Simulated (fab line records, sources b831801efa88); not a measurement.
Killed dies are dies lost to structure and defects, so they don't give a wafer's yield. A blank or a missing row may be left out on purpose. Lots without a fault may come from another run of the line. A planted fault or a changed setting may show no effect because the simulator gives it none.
fab line records | flow gf180mcu | part 1 of 2: steps 1 to 28 of 39
record lots=5 wafers=15 last_day=33
route steps=602 shown NSD@238 PSD@248 SAB@264
lots that met no fault: from a run of the same line without faults
start_h: hours from the record's first day to the start of the lot's first wafer shown | wait_h: hours since the lot's step before | " the same as in the row above | L1.1+2: a row that stands for several wafers | - no value, or no start given | * or withheld: withheld | < > ~ a bound
route shown NAME@n: a module of which the file shows steps, and the number in the route of the first | usual: mean/standard deviation of fault-free wafers | same: alike in all rows | chamber/n: place in a boat | sites: the reading at each site | _std_site: their standard deviation | _edge_site: outer sites' mean less inner sites' | radius_mm: how far each site lies from the wafer's centre | mask NAME#n: copy n | behind: the tool/chamber that last shaped the wafer | hold: why the lot was held/for how many hours/how that ended | device: the transistor (n, p or np) that didn't switch | end of line: the same wafers' tests at the end of the route | a step without rows: its recipe alone | killed: dies lost to structure and defects at the first sort, not the wafer's yield | map: a wafer's dies, x killed, . not, _ none there
set.NAME: the setting as run; set.NAME@STEP: as run at that earlier step | model.NAME: the simulator's own value behind a step, which no gauge read
lots at some steps of the route; a table a step, a row a wafer
services: from which hour (start_h, from the record's first day; less than 0 if before it) a tool's chamber was out of use, for how many hours, and why
## steps
# step GF_NSD_SOFTBAKE_03
# recipe temp_c=90 time_s=60 resist=NOVOLAK
# usual chill_plate_temp_C=22.99/0.096
# columns lot.wafer tool chamber start_h wait_h chill_plate_temp_C
L076.3 litho_track-02 0 303.70 0.1 23.03
L076.4 " 0 " " 22.95
L076.5 " 0 " " 23.23
L078.4 litho_track-02 0 324.32 0.1 22.89
L078.5 " 0 " " 23.02
L078.6 " 0 " " 23.16
L079.1 litho_track-04 0 330.66 0.1 22.97
L079.4 " 0 " " 22.97
L079.6 " 0 " " 23.01
L083.2 litho_track-04 0 356.93 0.1 22.95
L083.4 " 0 " " 22.90
L083.6 " 0 " " 23.07
L092.1 litho_track-04 0 435.90 0.1 22.92
L092.3 " 0 " " 22.88
L092.4 " 0 " " 22.79
# step GF_NSD_EXPOSE_04
# recipe mask_id=Nplus target_cd_nm=400 na=0.6 source_shape=conventional sigma_outer=0.6 dose_mj=140
# columns lot.wafer tool chamber start_h wait_h mask
L076.3+4+5 iline_stepper-01 0 - - Nplus#0
L078.4+5+6 iline_stepper-01 0 - - Nplus#0
L079.1+4+6 iline_stepper-02 0 - - Nplus#0
L083.2+4+6 iline_stepper-01 0 - - Nplus#0
L092.1+3+4 iline_stepper-02 0 - - Nplus#0
# step GF_NSD_PEB_05
# recipe temp_c=withheld time_s=* resist=NOVOLAK
# usual chill_plate_temp_C=*
# columns lot.wafer tool chamber start_h wait_h chill_plate_temp_C
L076.3 litho_track-04 0 - - *
L076.4 " 0 " " *
L076.5 " 0 " " *
L078.4 litho_track-03 0 - - *
L078.5 " 0 " " *
L078.6 " 0 " " *
L079.1 litho_track-03 0 - - *
L079.4 " 0 " " *
L079.6 " 0 " " *
L083.2 litho_track-03 0 - - *
L083.4 " 0 " " *
L083.6 " 0 " " *
L092.1 litho_track-03 0 - - *
L092.3 " 0 " " *
L092.4 " 0 " " *
# step GF_NSD_DEVELOP_06
# recipe develop_time_s=60 dev_temp_c=23
# usual chill_plate_temp_C=22.98/0.11
# columns lot.wafer tool chamber start_h wait_h chill_plate_temp_C
L076.3 litho_track-04 0 313.71 0.1 22.78
L076.4 " 0 " " 22.93
L076.5 " 0 " " 23.08
L078.4 litho_track-03 0 334.43 0.1 22.84
L078.5 " 0 " " 23.04
L078.6 " 0 " " 23.18
L079.1 litho_track-03 0 341.15 0.1 23.06
L079.4 " 0 " " 23.20
L079.6 " 0 " " 23.13
L083.2 litho_track-03 0 367.78 0.1 22.98
L083.4 " 0 " " 23.11
L083.6 " 0 " " 22.99
L092.1 litho_track-03 0 448.25 0.1 23.03
L092.3 " 0 " " 23.02
L092.4 " 0 " " 23.03
# step GF_NSD_CD_MEAS_07
# recipe target_cd_nm=400
# usual cd_nm=400.1/2.4
# columns lot.wafer tool chamber start_h wait_h cd_nm
L076.3 cd_sem-01 - 313.85 0.1 398.9
L076.4 " - " " 397.2
L076.5 " - " " 399.1
L078.4 cd_sem-02 - 334.56 0.1 397.8
L078.5 " - " " 399.8
L078.6 " - " " 397.8
L079.1 cd_sem-01 - 341.30 0.1 398.5
L079.4 " - " " 398.1
L079.6 " - " " 396.3
L083.2 cd_sem-01 - 367.92 0.1 400.6
L083.4 " - " " 400.1
L083.6 " - " " 396.9
L092.1 cd_sem-01 - 448.40 0.1 401.7
L092.3 " - " " 400.4
L092.4 " - " " 401.4
# step GF_NSD_OVL_MEAS_08
# usual NSD_OVL=-1.8/1.4
# columns lot.wafer tool chamber start_h wait_h NSD_OVL[nm]
L076.3 overlay-01 - 313.94 0.1 -0.7
L076.4 " - " " -2.2
L076.5 " - " " -2.3
L078.4 overlay-02 - 334.64 0.1 -0.3
L078.5 " - " " -0.6
L078.6 " - " " -2.0
L079.1 overlay-01 - 341.42 0.1 0.1
L079.4 " - " " 0.7
L079.6 " - " " -1.5
L083.2 overlay-01 - 368.03 0.1 -2.3
L083.4 " - " " 0.1
L083.6 " - " " -1.4
L092.1 overlay-02 - 448.52 0.1 -2.0
L092.3 " - " " -0.5
L092.4 " - " " -3.0
# step GF_NSD_IMPLANT_09
# recipe species=As energy_kev=60 dose_cm2=4e+15 tilt_deg=7
# columns lot.wafer tool chamber start_h wait_h
L076.3+4+5 implanter-04 0 314.01 0.1
L078.4+5+6 implanter-04 0 334.73 0.1
L079.1+4+6 implanter-04 0 341.46 0.0
L083.2+4+6 implanter-04 0 368.08 0.0
L092.1+3+4 implanter-03 0 448.56 0.0
# step GF_NSD_IMPLANT_10
# recipe species=P energy_kev=40 dose_cm2=5e+14 tilt_deg=7
# columns lot.wafer tool chamber start_h wait_h
L076.3+4+5 implanter-04 0 314.16 0.1
L078.4+5+6 implanter-04 0 334.88 0.1
L079.1+4+6 implanter-04 0 341.61 0.1
L083.2+4+6 implanter-04 0 368.23 0.1
L092.1+3+4 implanter-03 0 448.71 0.1
# step GF_NSD_STRIP_11
# recipe chemistry=O2/N2 power_w=1400 pressure_mtorr=1500 platen_temp_c=250 o2_flow_sccm=3000 n2_flow_sccm=300 overash_fraction=0.5
# usual drypump_motor_current_A=5.7/0.53 heater_power_w=323/48 oes_product_au=0.487/0.0044 strip_time_to_endpoint_s=22.97/0.038
# columns lot.wafer tool chamber start_h wait_h drypump_motor_current_A heater_power_w oes_product_au rf_hours_counter_h strip_time_to_endpoint_s
L076.3 plasma_asher-02 1 314.30 0.1 5.6 313 0.494 - 22.93
L076.4 " 0 " " 6.4 285 0.484 - 22.93
L076.5 " 0 " " 6.4 283 0.482 - 22.94
L078.4 plasma_asher-01 0 334.99 0.1 5.7 420 0.485 - 22.93
L078.5 " 0 " " 5.6 412 0.487 - 22.94
L078.6 " 1 " " 4.7 272 0.482 - 22.97
L079.1 plasma_asher-02 1 341.76 0.1 5.7 303 0.484 51 23.01
L079.4 " 1 " " 5.7 305 0.487 - 22.99
L079.6 " 1 " " 5.6 305 0.487 - 23.00
L083.2 plasma_asher-02 1 368.36 0.1 5.6 303 0.493 54 22.89
L083.4 " 1 " " 5.6 313 0.485 - 22.94
L083.6 " 1 " " 5.6 299 0.488 - 22.91
L092.1 plasma_asher-03 0 448.86 0.1 6.1 324 0.487 35 23.04
L092.3 " 0 " " 6.1 321 0.487 - 23.07
L092.4 " 1 " " 5.5 353 0.486 - 23.02
# step GF_NSD_TW_MEAS_12
# usual NSD_TW=4209/44
# columns lot.wafer tool chamber start_h wait_h NSD_TW
L076.3 film_metro-02 - 314.38 0.1 4189
L076.4 " - " " 4232
L076.5 " - " " 4191
L078.4 film_metro-04 - 335.09 0.1 4279
L078.5 " - " " 4270
L078.6 " - " " 4294
L079.1 film_metro-02 - 341.86 0.1 4188
L079.4 " - " " 4176
L079.6 " - " " 4151
L083.2 film_metro-02 - 368.47 0.1 4196
L083.4 " - " " 4201
L083.6 " - " " 4206
L092.1 film_metro-02 - 448.96 0.1 4193
L092.3 " - " " 4190
L092.4 " - " " 4182
# step GF_PSD_DEHYDRATE_00
# recipe temp_c=200 time_s=60
# usual chill_plate_temp_C=23.01/0.1
# columns lot.wafer tool chamber start_h wait_h chill_plate_temp_C
L076.3 litho_track-03 0 324.00 9.6 22.94
L076.4 " 0 " " 22.98
L076.5 " 0 " " 22.86
L078.4 litho_track-01 0 345.38 10.3 23.11
L078.5 " 0 " " 23.18
L078.6 " 0 " " 22.99
L079.1 litho_track-01 0 351.95 10.1 22.85
L079.4 " 0 " " 22.92
L079.6 " 0 " " 23.01
L083.2 litho_track-03 0 378.68 10.2 23.13
L083.4 " 0 " " 23.08
L083.6 " 0 " " 23.17
L092.1 litho_track-04 0 460.55 11.6 23.07
L092.3 " 0 " " 22.94
L092.4 " 0 " " 23.05
# step GF_PSD_HMDS_01
# recipe prime_time_s=60 prime_temp_c=120
# usual chill_plate_temp_C=22.96/0.12
# columns lot.wafer tool chamber start_h wait_h chill_plate_temp_C
L076.3 litho_track-03 0 324.15 0.1 23.25
L076.4 " 0 " " 23.23
L076.5 " 0 " " 23.20
L078.4 litho_track-01 0 345.53 0.1 23.02
L078.5 " 0 " " 23.00
L078.6 " 0 " " 22.94
L079.1 litho_track-01 0 352.10 0.1 22.84
L079.4 " 0 " " 22.93
L079.6 " 0 " " 23.13
L083.2 litho_track-03 0 378.83 0.1 22.88
L083.4 " 0 " " 22.91
L083.6 " 0 " " 22.82
L092.1 litho_track-04 0 460.70 0.1 23.07
L092.3 " 0 " " 22.99
L092.4 " 0 " " 22.93
# step GF_PSD_COAT_02
# recipe resist=NOVOLAK spin_rpm=3000 resist_thk_nm=1000
# usual chill_plate_temp_C=23.02/0.11
# columns lot.wafer tool chamber start_h wait_h chill_plate_temp_C
L076.3 litho_track-03 0 324.30 0.1 23.02
L076.4 " 0 " " 22.91
L076.5 " 0 " " 23.04
L078.4 litho_track-01 0 345.68 0.1 23.01
L078.5 " 0 " " 23.11
L078.6 " 0 " " 23.12
L079.1 litho_track-01 0 352.25 0.1 23.18
L079.4 " 0 " " 23.01
L079.6 " 0 " " 22.97
L083.2 litho_track-03 0 378.98 0.1 22.99
L083.4 " 0 " " 23.17
L083.6 " 0 " " 23.08
L092.1 litho_track-04 0 460.85 0.1 23.15
L092.3 " 0 " " 23.06
L092.4 " 0 " " 23.03
# step GF_PSD_SOFTBAKE_03
# recipe temp_c=90 time_s=60 resist=NOVOLAK
# usual chill_plate_temp_C=22.99/0.1
# columns lot.wafer tool chamber start_h wait_h chill_plate_temp_C
L076.3 litho_track-03 0 324.45 0.1 23.00
L076.4 " 0 " " 22.83
L076.5 " 0 " " 22.96
L078.4 litho_track-01 0 345.83 0.1 22.96
L078.5 " 0 " " 22.99
L078.6 " 0 " " 22.88
L079.1 litho_track-01 0 352.40 0.1 23.00
L079.4 " 0 " " 23.17
L079.6 " 0 " " 23.11
L083.2 litho_track-03 0 379.13 0.1 23.11
L083.4 " 0 " " 22.99
L083.6 " 0 " " 22.99
L092.1 litho_track-04 0 461.00 0.1 22.94
L092.3 " 0 " " 22.91
L092.4 " 0 " " 22.88
# step GF_PSD_EXPOSE_04
# recipe mask_id=Pplus target_cd_nm=400 na=0.6 source_shape=conventional sigma_outer=0.6 dose_mj=140
# columns lot.wafer tool chamber start_h wait_h mask
L076.3+4+5 iline_stepper-02 0 - - Pplus#0
L078.4+5+6 iline_stepper-01 0 - - Pplus#0
L079.1+4+6 iline_stepper-02 0 - - Pplus#0
L083.2+4+6 iline_stepper-01 0 - - Pplus#0
L092.1+3+4 iline_stepper-01 0 - - Pplus#0
# step GF_PSD_PEB_05
# recipe temp_c=withheld time_s=* resist=NOVOLAK
# usual chill_plate_temp_C=*
# columns lot.wafer tool chamber start_h wait_h chill_plate_temp_C
L076.3 litho_track-03 0 - - *
L076.4 " 0 " " *
L076.5 " 0 " " *
L078.4 litho_track-01 0 - - *
L078.5 " 0 " " *
L078.6 " 0 " " *
L079.1 litho_track-03 0 - - *
L079.4 " 0 " " *
L079.6 " 0 " " *
L083.2 litho_track-01 0 - - *
L083.4 " 0 " " *
L083.6 " 0 " " *
L092.1 litho_track-01 0 - - *
L092.3 " 0 " " *
L092.4 " 0 " " *
# step GF_PSD_DEVELOP_06
# recipe develop_time_s=59.07 dev_temp_c=23
# usual chill_plate_temp_C=22.99/0.12
# columns lot.wafer tool chamber start_h wait_h chill_plate_temp_C
L076.3 litho_track-03 0 334.70 0.1 23.04
L076.4 " 0 " " 23.00
L076.5 " 0 " " 23.00
L078.4 litho_track-01 0 356.08 0.1 23.21
L078.5 " 0 " " 22.89
L078.6 " 0 " " 23.06
L079.1 litho_track-03 0 363.30 0.1 22.92
L079.4 " 0 " " 22.95
L079.6 " 0 " " 22.95
L083.2 litho_track-01 0 390.43 0.1 23.00
L083.4 " 0 " " 22.96
L083.6 " 0 " " 22.89
L092.1 litho_track-01 0 473.15 0.1 22.97
L092.3 " 0 " " 22.83
L092.4 " 0 " " 22.79
# step GF_PSD_CD_MEAS_07
# recipe target_cd_nm=400
# usual cd_nm=401.2/1.8
# columns lot.wafer tool chamber start_h wait_h cd_nm
L076.3 cd_sem-02 - 334.84 0.1 402.3
L076.4 " - " " 400.9
L076.5 " - " " 403.9
L078.4 cd_sem-01 - 356.21 0.1 401.4
L078.5 " - " " 400.7
L078.6 " - " " 398.6
L079.1 cd_sem-02 - 363.45 0.1 401.7
L079.4 " - " " 403.2
L079.6 " - " " 404.1
L083.2 cd_sem-02 - 390.57 0.1 400.5
L083.4 " - " " 399.6
L083.6 " - " " 401.4
L092.1 cd_sem-01 - 473.30 0.1 403.3
L092.3 " - " " 401.0
L092.4 " - " " 402.7
# step GF_PSD_OVL_MEAS_08
# usual PSD_OVL=-0.9/1.3
# columns lot.wafer tool chamber start_h wait_h PSD_OVL[nm]
L076.3 overlay-02 - 334.94 0.1 1.0
L076.4 " - " " 0.5
L076.5 " - " " 0.7
L078.4 overlay-01 - 356.29 0.1 -0.7
L078.5 " - " " -0.3
L078.6 " - " " 0.1
L079.1 overlay-01 - 363.57 0.1 -0.6
L079.4 " - " " 1.4
L079.6 " - " " -0.3
L083.2 overlay-01 - 390.68 0.1 0.5
L083.4 " - " " 1.2
L083.6 " - " " -0.9
L092.1 overlay-01 - 473.42 0.1 0.3
L092.3 " - " " 1.3
L092.4 " - " " 0.8
# step GF_PSD_IMPLANT_09
# recipe species=BF2 energy_kev=40 dose_cm2=1.5e+15 tilt_deg=7
# columns lot.wafer tool chamber start_h wait_h
L076.3+4+5 implanter-02 0 335.01 0.1
L078.4+5+6 implanter-01 0 356.38 0.1
L079.1+4+6 implanter-02 0 363.61 0.0
L083.2+4+6 implanter-01 0 390.73 0.0
L092.1+3+4 implanter-04 0 473.46 0.0
# step GF_PSD_STRIP_10
# recipe chemistry=O2/N2 power_w=1400 pressure_mtorr=1500 platen_temp_c=250 o2_flow_sccm=3000 n2_flow_sccm=300 overash_fraction=0.5
# usual drypump_motor_current_A=5.8/0.53 heater_power_w=326/48 oes_product_au=0.592/0.0048 strip_time_to_endpoint_s=16.52/0.039
# columns lot.wafer tool chamber start_h wait_h drypump_motor_current_A heater_power_w oes_product_au rf_hours_counter_h strip_time_to_endpoint_s
L076.3 plasma_asher-04 0 335.14 0.1 5.9 277 0.596 - 16.64
L076.4 " 1 " " 6.4 331 0.592 - 16.56
L076.5 " 0 " " 5.9 276 0.597 - 16.60
L078.4 plasma_asher-04 0 356.49 0.1 5.9 276 0.593 - 16.53
L078.5 " 0 " " 5.9 274 0.599 - 16.52
L078.6 " 1 " " 6.4 349 0.589 - 16.50
L079.1 plasma_asher-04 0 363.76 0.1 5.9 271 0.587 73 16.50
L079.4 " 1 " " 6.5 340 0.584 - 16.47
L079.6 " 0 " " 5.9 276 0.582 - 16.46
L083.2 plasma_asher-04 0 390.86 0.1 5.9 277 0.589 76 16.50
L083.4 " 1 " " 6.4 343 0.596 - 16.52
L083.6 " 1 " " 6.4 342 0.589 - 16.49
L092.1 plasma_asher-01 1 473.61 0.1 4.7 278 0.591 88 16.58
L092.3 " 1 " " 4.7 280 0.592 - 16.58
L092.4 " 0 " " 5.7 415 0.595 - 16.54
# step GF_PSD_TW_MEAS_11
# usual PSD_TW=3147/34
# columns lot.wafer tool chamber start_h wait_h PSD_TW
L076.3 film_metro-03 - 335.23 0.1 3131
L076.4 " - " " 3125
L076.5 " - " " 3128
L078.4 film_metro-03 - 356.59 0.1 3128
L078.5 " - " " 3108
L078.6 " - " " 3145
L079.1 film_metro-03 - 363.86 0.1 3111
L079.4 " - " " 3137
L079.6 " - " " 3141
L083.2 film_metro-03 - 390.97 0.1 3122
L083.4 " - " " 3125
L083.6 " - " " 3125
L092.1 film_metro-03 - 473.71 0.1 3139
L092.3 " - " " 3127
L092.4 " - " " 3128
# step GF_PSD_CLEAN_12
# recipe chemistry=SC1/SC2 mix=1:4:20 temp_c=70 time_s=150 dry=n2_spin
# columns lot.wafer tool chamber start_h wait_h
L076.3+4+5 wet_bench-04 0 335.27 0.0
L078.4+5+6 wet_bench-04 3 356.62 0.0
L079.1+4+6 wet_bench-04 3 363.92 0.1
L083.2+4+6 wet_bench-03 3 391.02 0.0
L092.1+3+4 wet_bench-04 1 473.77 0.1
# step GF_PSD_RTA_13
# recipe temp_c=1025 time_s=20 ambient=N2
# usual chamber_o2_ppm=2.001/0.023 lamp_power_pct=35.1/2.7 wafer_temp_C_max=1031.8/1.8
# columns lot.wafer tool chamber start_h wait_h chamber_o2_ppm lamp_power_pct wafer_temp_C_max
L076.3 rtp_anneal-02 0 335.35 0.0 1.983 37.5 1034.2
L076.4 " 0 " " 1.989 37.3 1032.0
L076.5 " 0 " " 1.994 37.4 1032.6
L078.4 rtp_anneal-02 0 356.72 0.0 2.036 37.4 1031.4
L078.5 " 0 " " 2.020 37.4 1031.1
L078.6 " 0 " " 2.018 37.4 1030.6
L079.1 rtp_anneal-02 0 363.97 0.0 2.028 37.4 1032.7
L079.4 " 0 " " 2.044 37.4 1034.0
L079.6 " 0 " " 2.022 37.4 1032.2
L083.2 rtp_anneal-02 0 391.08 0.0 1.997 37.4 1036.2
L083.4 " 0 " " 2.010 37.4 1032.3
L083.6 " 0 " " 2.002 37.4 1032.7
L092.1 rtp_anneal-02 0 473.82 0.0 2.015 37.4 1032.6
L092.3 " 0 " " 1.999 37.4 1032.2
L092.4 " 0 " " 2.036 37.4 1032.5
# step GF_PSD_RS_MEAS_14
# recipe thk_meas_gauge=four-point-probe
# usual NSD_RS=46.12/0.094
# columns lot.wafer tool chamber start_h wait_h NSD_RS[ohm/sq]
L076.3 film_metro-02 - 335.45 0.1 46.06
L076.4 " - " " 46.19
L076.5 " - " " 46.20
L078.4 film_metro-03 - 356.82 0.1 45.92
L078.5 " - " " 46.03
L078.6 " - " " 46.05
L079.1 film_metro-03 - 364.05 0.1 46.05
L079.4 " - " " 45.97
L079.6 " - " " 46.09
L083.2 film_metro-03 - 391.17 0.1 46.09
L083.4 " - " " 46.01
L083.6 " - " " 46.06
L092.1 film_metro-02 - 473.90 0.1 46.11
L092.3 " - " " 46.26
L092.4 " - " " 46.25
# step GF_PSD_RS_MEAS_15
# recipe thk_meas_gauge=four-point-probe
# usual PSD_RS=108.47/0.29
# columns lot.wafer tool chamber start_h wait_h PSD_RS[ohm/sq]
L076.3 film_metro-02 - 335.57 0.1 108.35
L076.4 " - " " 108.34
L076.5 " - " " 108.21
L078.4 film_metro-03 - 356.94 0.1 108.29
L078.5 " - " " 108.20
L078.6 " - " " 108.44
L079.1 film_metro-03 - 364.17 0.1 108.37
L079.4 " - " " 108.11
L079.6 " - " " 108.29
L083.2 film_metro-03 - 391.29 0.1 107.76
L083.4 " - " " 108.10
L083.6 " - " " 108.13
L092.1 film_metro-02 - 474.02 0.1 108.82
L092.3 " - " " 108.91
L092.4 " - " " 108.97
# step GF_SAB_CVD_00
# recipe material=SiO2 target_thk_nm=50 precursor=TEOS temp_c=400 time_s=4.9302 rf_w=600
# usual heater_power_w=698/97
# columns lot.wafer tool chamber start_h wait_h heater_power_w
L076.3 pecvd-02 1 335.65 0.1 827
L076.4 " 1 " " 799
L076.5 " 2 " " 778
L078.4 pecvd-01 1 357.01 0.0 765
L078.5 " 2 " " 660
L078.6 " 0 " " 615
L079.1 pecvd-01 0 364.29 0.1 599
L079.4 " 1 " " 783
L079.6 " 2 " " 644
L083.2 pecvd-03 1 391.39 0.1 662
L083.4 " 0 " " 753
L083.6 " 2 " " 710
L092.1 pecvd-03 2 474.14 0.1 681
L092.3 " 0 " " 683
L092.4 " 0 " " 700
# step GF_SAB_THK_MEAS_01
# recipe reads=SiO2_of_SAB_CVD_00
# usual SAB_CVD_00_THK=49.6/0.81
# columns lot.wafer tool chamber start_h wait_h SAB_CVD_00_THK[nm]
L076.3 film_metro-04 - 335.69 0.0 48.8
L076.4 " - " " 50.2
L076.5 " - " " 51.1
L078.4 film_metro-02 - 357.05 0.0 48.9
L078.5 " - " " 50.6
L078.6 " - " " 49.7
L079.1 film_metro-02 - 364.31 0.0 48.5
L079.4 " - " " 48.6
L079.6 " - " " 48.9
L083.2 film_metro-04 - 391.42 0.0 49.8
L083.4 " - " " 51.5
L083.6 " - " " 51.0
L092.1 film_metro-01 - 474.16 0.0 49.7
L092.3 " - " " 50.4
L092.4 " - " " 51.4
